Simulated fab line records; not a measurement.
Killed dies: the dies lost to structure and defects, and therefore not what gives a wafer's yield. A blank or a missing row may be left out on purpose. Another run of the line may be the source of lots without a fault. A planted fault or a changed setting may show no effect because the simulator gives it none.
Chamber matching | flow gf180mcu | GF_V5_CVD_02 on pecvd-04 has 3 sister chambers
The step deposits SiO2 from TEOS, target thk 1450 nm, time 163.28 s. 6 wafers are shown with their chamber, then 12 later ones without.

== WAFERS WITH THEIR CHAMBER ==
wafer  | chamber | heater power w (W)
L091.6 | 2       | 488
L093.5 | 0       | 434
L094.6 | 1       | 652
L095.1 | 2       | 557
L095.2 | 1       | 698
L095.3 | 0       | 561

== WAFERS WHOSE CHAMBER IS MISSING ==
wafer  | heater power w (W)
L095.4 | 598
L095.5 | 557
L095.6 | 432
L096.1 | 611
L096.2 | 594
L096.3 | 506
L096.4 | 482
L096.5 | 438
L096.6 | 691
L097.1 | 485
L097.3 | 667
L097.4 | 533

== CHAMBER TAKEN BY EACH ==
wafer  | from the rows above          | in truth
L095.4 | can't be placed: 2 or 1 or 0 | 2
L095.5 | can't be placed: 2 or 0 or 1 | 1
L095.6 | can't be placed: 0 or 2      | 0
L096.1 | can't be placed: 1 or 2 or 0 | 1
L096.2 | can't be placed: 2 or 1 or 0 | 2
L096.3 | can't be placed: 0 or 2      | 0
L096.4 | can't be placed: 0 or 2      | 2
L096.5 | can't be placed: 0 or 2      | 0
L096.6 | 1                            | 1
L097.1 | can't be placed: 0 or 2      | 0
L097.3 | 1                            | 1
L097.4 | can't be placed: 2 or 0      | 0
Placed correctly: 2 of 12. These rows do not allow placing 10 (true chamber among the candidates in 10). Wrongly placed: 0.
How it was worked out, from the rows above alone: a wafer's distance from a chamber is the root of the sum, over the readings, of the square of ((its reading less the chamber's mean) divided by the reading's scatter). The wafer belongs to the nearest chamber; if the next one is less than 2 further off, it can't be placed. The mean given for a chamber averages the wafers shown for that chamber. The scatter: the root of (the sum of the squares of (reading less its chamber's mean) over the shown wafers, divided by (wafers less chambers)).
